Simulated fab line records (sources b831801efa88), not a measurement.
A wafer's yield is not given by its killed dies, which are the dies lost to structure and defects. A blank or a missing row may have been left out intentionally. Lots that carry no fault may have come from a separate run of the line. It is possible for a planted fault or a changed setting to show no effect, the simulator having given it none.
fab line records | flow gf180mcu | part 2 of 2: steps 33 to 44 of 44
record lots=5 | wafers=15 | last_day=34
route steps=602 shown POLY_GATE@165 HV_LDD@176
lots with no fault: from the same line, run without faults
start_h: hours from the record's first day to the start of the lot's first wafer shown | wait_h: hours since the lot's step before | " unchanged from the row above | L1.1+2: a single row standing in for several wafers | - no value, or no start given | * or withheld: withheld | < > ~ a bound
route shown NAME@n: names a module that has steps shown in the file, with the first one's number in the route | usual: mean/standard deviation taken from wafers without a fault | same: alike in all rows | chamber/n: place in a boat | sites: readings site by site | _std_site: standard deviation across them | _edge_site: mean of outer sites minus mean of inner sites | radius_mm: how far each site lies from the wafer's centre | mask NAME#n: copy n | behind: the most recent tool/chamber to have shaped the wafer | hold: why the lot was held/for how many hours/how that ended | device: whichever transistor did not switch (one of n, p or np) | end of line: the route-end tests of the same wafers | a step given without rows: its recipe and nothing more | killed: at the first sort, the dies lost to defects and structure; wafer yield is something else | map: the dies of a wafer, with x for killed, . for not killed, _ for no die there
set.NAME: the setting the step ran with; set.NAME@STEP: the setting that earlier step ran with | model.NAME: the simulator's own value behind a step, which no gauge read
lots at some steps of the route; a table a step, a row a wafer
services: when a tool's chamber went out of use (start_h, in hours from the record's first day, below 0 if earlier), for how many hours, and the reason
## steps
# step GF_HV_LDD_IMPLANT_21
# recipe species=BF2 | energy_kev=25 | dose_cm2=5e+13 | tilt_deg=7
# usual beam_energy_keV=25.000/0.0072 | end_station_pressure_torr=5.22e-06/2.8e-07
lot.wafer | tool         | chamber | start_h | wait_h | beam_energy_keV | end_station_pressure_torr
L082.3    | implanter-02 | 0       | 293.69  | 0.1    | 24.998          | 5.26e-06
L082.4    | "            | 0       | "       | "      | 25.010          | 5.41e-06
L082.5    | "            | 0       | "       | "      | 24.999          | 5.17e-06
L088.1    | implanter-03 | 0       | 340.63  | 0.0    | 24.998          | 5.38e-06
L088.3    | "            | 0       | "       | "      | 25.004          | 5.11e-06
L088.6    | "            | 0       | "       | "      | 25.001          | 5.06e-06
L089.1    | implanter-03 | 0       | 346.47  | 0.0    | 24.999          | 5.25e-06
L089.2    | "            | 0       | "       | "      | 24.995          | 5.45e-06
L089.3    | "            | 0       | "       | "      | 25.007          | 5.61e-06
L090.1    | implanter-04 | 0       | 357.39  | 0.0    | 25.005          | 5.24e-06
L090.2    | "            | 0       | "       | "      | 25.002          | 5.26e-06
L090.4    | "            | 0       | "       | "      | 24.997          | 5.45e-06
L097.1    | implanter-02 | 0       | 409.88  | 0.0    | 25.004          | 5.37e-06
L097.3    | "            | 0       | "       | "      | 24.992          | 5.4e-06
L097.6    | "            | 0       | "       | "      | 25.001          | 5.57e-06
# step GF_HV_LDD_STRIP_22
# recipe chemistry=O2/N2 | power_w=1400 | pressure_mtorr=1500 | platen_temp_c=250 | o2_flow_sccm=3000 | n2_flow_sccm=300 | overash_fraction=0.5
# usual drypump_motor_current_A=5.59/0.29 | heater_power_w=345/39 | oes_product_au=0.716/0.0047 | strip_time_to_endpoint_s=12.63/0.039
lot.wafer | tool            | chamber | start_h | wait_h | drypump_motor_current_A | heater_power_w | oes_product_au | rf_hours_counter_h | strip_time_to_endpoint_s
L082.3    | plasma_asher-01 | 1       | 293.82  | 0.1    | 5.22                    | 381            | 0.723          | -                  | 12.59
L082.4    | "               | 0       | "       | "      | 5.54                    | 329            | 0.721          | -                  | 12.57
L082.5    | "               | 0       | "       | "      | 5.55                    | 319            | 0.715          | -                  | 12.57
L088.1    | plasma_asher-01 | 1       | 340.78  | 0.1    | 5.23                    | 385            | 0.717          | 21                 | 12.64
L088.3    | "               | 0       | "       | "      | 5.52                    | 323            | 0.718          | -                  | 12.65
L088.6    | "               | 1       | "       | "      | 5.18                    | 376            | 0.722          | -                  | 12.60
L089.1    | plasma_asher-01 | 1       | 346.62  | 0.1    | 5.23                    | 385            | 0.715          | 21                 | 12.60
L089.2    | "               | 0       | "       | "      | 5.57                    | 313            | 0.714          | 21                 | 12.65
L089.3    | "               | 1       | "       | "      | 5.23                    | 381            | 0.712          | -                  | 12.60
L090.1    | plasma_asher-01 | 1       | 357.54  | 0.1    | 5.22                    | 366            | 0.722          | 22                 | 12.65
L090.2    | "               | 0       | "       | "      | 5.57                    | 324            | 0.715          | 22                 | 12.69
L090.4    | "               | 1       | "       | "      | 5.24                    | 383            | 0.722          | -                  | 12.67
L097.1    | plasma_asher-02 | 1       | 410.03  | 0.1    | 5.55                    | 400            | 0.719          | 72                 | 12.59
L097.3    | "               | 0       | "       | "      | 5.65                    | 335            | 0.712          | -                  | 12.60
L097.6    | "               | 0       | "       | "      | 5.65                    | 342            | 0.722          | -                  | 12.65
# step GF_HV_LDD_TW_MEAS_23
# usual HV_LDD_2_TW=1042/11
lot.wafer | tool          | chamber | start_h | wait_h | HV_LDD_2_TW
L082.3    | film_metro-02 | -       | 293.91  | 0.1    | 1041
L082.4    | "             | -       | "       | "      | 1034
L082.5    | "             | -       | "       | "      | 1043
L088.1    | film_metro-02 | -       | 340.88  | 0.1    | 1040
L088.3    | "             | -       | "       | "      | 1044
L088.6    | "             | -       | "       | "      | 1031
L089.1    | film_metro-02 | -       | 346.72  | 0.1    | 1034
L089.2    | "             | -       | "       | "      | 1034
L089.3    | "             | -       | "       | "      | 1042
L090.1    | film_metro-02 | -       | 357.64  | 0.1    | 1046
L090.2    | "             | -       | "       | "      | 1043
L090.4    | "             | -       | "       | "      | 1041
L097.1    | film_metro-02 | -       | 410.13  | 0.1    | 1034
L097.3    | "             | -       | "       | "      | 1032
L097.6    | "             | -       | "       | "      | 1029
# step GF_HV_LDD_DEHYDRATE_24
# recipe temp_c=200 | time_s=60
# same time_s=60
lot.wafer  | tool           | chamber | start_h | wait_h
L082.3+4+5 | litho_track-03 | 0       | 303.17  | 9.3
L088.1+3+6 | litho_track-04 | 0       | 351.28  | 10.4
L089.1+2+3 | litho_track-03 | 0       | 357.02  | 10.3
L090.1+2+4 | litho_track-04 | 0       | 367.63  | 10.0
L097.1+3+6 | litho_track-03 | 0       | 421.12  | 11.0
# step GF_HV_LDD_HMDS_25
# recipe prime_time_s=60 | prime_temp_c=120
# same prime_time_s=60
lot.wafer  | tool           | chamber | start_h | wait_h
L082.3+4+5 | litho_track-03 | 0       | 303.32  | 0.1
L088.1+3+6 | litho_track-04 | 0       | 351.43  | 0.1
L089.1+2+3 | litho_track-03 | 0       | 357.17  | 0.1
L090.1+2+4 | litho_track-04 | 0       | 367.78  | 0.1
L097.1+3+6 | litho_track-03 | 0       | 421.27  | 0.1
# step GF_HV_LDD_COAT_26
# recipe resist=NOVOLAK | spin_rpm=3000 | resist_thk_nm=1000
lot.wafer  | tool           | chamber | start_h | wait_h
L082.3+4+5 | litho_track-03 | 0       | 303.47  | 0.1
L088.1+3+6 | litho_track-04 | 0       | 351.58  | 0.1
L089.1+2+3 | litho_track-03 | 0       | 357.32  | 0.1
L090.1+2+4 | litho_track-04 | 0       | 367.93  | 0.1
L097.1+3+6 | litho_track-03 | 0       | 421.42  | 0.1
# step GF_HV_LDD_SOFTBAKE_27
# recipe temp_c=90 | time_s=60 | resist=NOVOLAK
# same time_s=60
lot.wafer  | tool           | chamber | start_h | wait_h
L082.3+4+5 | litho_track-03 | 0       | 303.62  | 0.1
L088.1+3+6 | litho_track-04 | 0       | 351.73  | 0.1
L089.1+2+3 | litho_track-03 | 0       | 357.47  | 0.1
L090.1+2+4 | litho_track-04 | 0       | 368.08  | 0.1
L097.1+3+6 | litho_track-03 | 0       | 421.57  | 0.1
# step GF_HV_LDD_EXPOSE_28
# recipe mask_id=Nplus_HV_AREA | target_cd_nm=400 | na=0.6 | source_shape=conventional | sigma_outer=0.6 | dose_mj=140
lot.wafer  | tool             | chamber | start_h | wait_h | mask
L082.3+4+5 | iline_stepper-01 | 0       | -       | -      | Nplus_HV_AREA#0
L088.1+3+6 | iline_stepper-02 | 0       | -       | -      | Nplus_HV_AREA#0
L089.1+2+3 | iline_stepper-01 | 0       | -       | -      | Nplus_HV_AREA#0
L090.1+2+4 | iline_stepper-01 | 0       | -       | -      | Nplus_HV_AREA#0
L097.1+3+6 | iline_stepper-02 | 0       | -       | -      | Nplus_HV_AREA#0
# step GF_HV_LDD_PEB_29
# recipe temp_c=withheld | time_s=* | resist=NOVOLAK
# same time_s=*
lot.wafer  | tool           | chamber | start_h | wait_h
L082.3+4+5 | litho_track-01 | 0       | -       | -
L088.1+3+6 | litho_track-03 | 0       | -       | -
L089.1+2+3 | litho_track-03 | 0       | -       | -
L090.1+2+4 | litho_track-04 | 0       | -       | -
L097.1+3+6 | litho_track-04 | 0       | -       | -
# step GF_HV_LDD_DEVELOP_30
# recipe develop_time_s=60 | dev_temp_c=23
lot.wafer  | tool           | chamber | start_h | wait_h
L082.3+4+5 | litho_track-01 | 0       | 314.03  | 0.1
L088.1+3+6 | litho_track-03 | 0       | 362.67  | 0.1
L089.1+2+3 | litho_track-03 | 0       | 368.32  | 0.1
L090.1+2+4 | litho_track-04 | 0       | 379.33  | 0.1
L097.1+3+6 | litho_track-04 | 0       | 433.73  | 0.1
# step GF_HV_LDD_CD_MEAS_31
# recipe target_cd_nm=400
# usual cd_nm=399.6/1.9
lot.wafer | tool      | chamber | start_h | wait_h | cd_nm
L082.3    | cd_sem-02 | -       | 314.17  | 0.1    | 402.0
L082.4    | "         | -       | "       | "      | 401.1
L082.5    | "         | -       | "       | "      | 401.1
L088.1    | cd_sem-02 | -       | 362.82  | 0.1    | 400.7
L088.3    | "         | -       | "       | "      | 399.9
L088.6    | "         | -       | "       | "      | 400.7
L089.1    | cd_sem-02 | -       | 368.47  | 0.1    | 399.9
L089.2    | "         | -       | "       | "      | 401.6
L089.3    | "         | -       | "       | "      | 400.8
L090.1    | cd_sem-01 | -       | 379.54  | 0.2    | 399.9
L090.2    | "         | -       | "       | "      | 398.0
L090.4    | "         | -       | "       | "      | 399.7
L097.1    | cd_sem-02 | -       | 433.94  | 0.2    | 399.7
L097.3    | "         | -       | "       | "      | 400.5
L097.6    | "         | -       | "       | "      | 399.8
# step GF_HV_LDD_OVL_MEAS_32
# usual HV_LDD_02_OVL=-0.3/1.2
lot.wafer | tool       | chamber | start_h | wait_h | HV_LDD_02_OVL[nm]
L082.3    | overlay-02 | -       | 314.26  | 0.1    | -1.3
L082.4    | "          | -       | "       | "      | -1.6
L082.5    | "          | -       | "       | "      | -0.5
L088.1    | overlay-02 | -       | 362.94  | 0.1    | -1.2
L088.3    | "          | -       | "       | "      | -0.6
L088.6    | "          | -       | "       | "      | -1.2
L089.1    | overlay-01 | -       | 368.59  | 0.1    | 2.1
L089.2    | "          | -       | "       | "      | -2.3
L089.3    | "          | -       | "       | "      | -0.3
L090.1    | overlay-01 | -       | 379.66  | 0.1    | -0.6
L090.2    | "          | -       | "       | "      | -1.0
L090.4    | "          | -       | "       | "      | -2.6
L097.1    | overlay-02 | -       | 434.06  | 0.1    | -1.0
L097.3    | "          | -       | "       | "      | 0.0
L097.6    | "          | -       | "       | "      | -0.6
## services
tool             | chamber | start_h | hours | kind
furnace-02       | -       | 237.91  | 3.4   | pm
wet_bench-03     | -       | 241.99  | 2.2   | repair
plasma_asher-01  | -       | 244.51  | 28.1  | pm
plasma_asher-02  | -       | 246.14  | 0.7   | repair
implanter-03     | -       | 271.15  | 28.0  | pm
iline_stepper-02 | -       | 274.20  | 3.7   | repair
implanter-02     | -       | 280.38  | 5.7   | repair
furnace-02       | -       | 286.51  | 4.7   | pm
iline_stepper-01 | -       | 309.91  | 2.6   | repair
iline_stepper-01 | -       | 323.97  | 1.7   | pm
implanter-02     | -       | 328.47  | 4.9   | pm
rie_si-02        | 1       | 332.56  | 15.7  | repair
implanter-02     | -       | 338.09  | 1.9   | repair
implanter-02     | -       | 350.14  | 5.2   | repair
iline_stepper-02 | -       | 359.63  | 2.1   | pm
implanter-03     | -       | 362.09  | 10.9  | repair
implanter-02     | -       | 362.94  | 2.6   | repair
plasma_asher-01  | -       | 378.44  | 1.5   | repair
iline_stepper-02 | -       | 381.52  | 1.7   | pm
implanter-03     | -       | 388.83  | 0.7   | repair
rie_si-02        | -       | 390.34  | 14.6  | pm
implanter-03     | -       | 394.76  | 4.2   | pm
furnace-02       | -       | 405.77  | 4.0   | pm
plasma_asher-02  | -       | 421.25  | 9.0   | pm
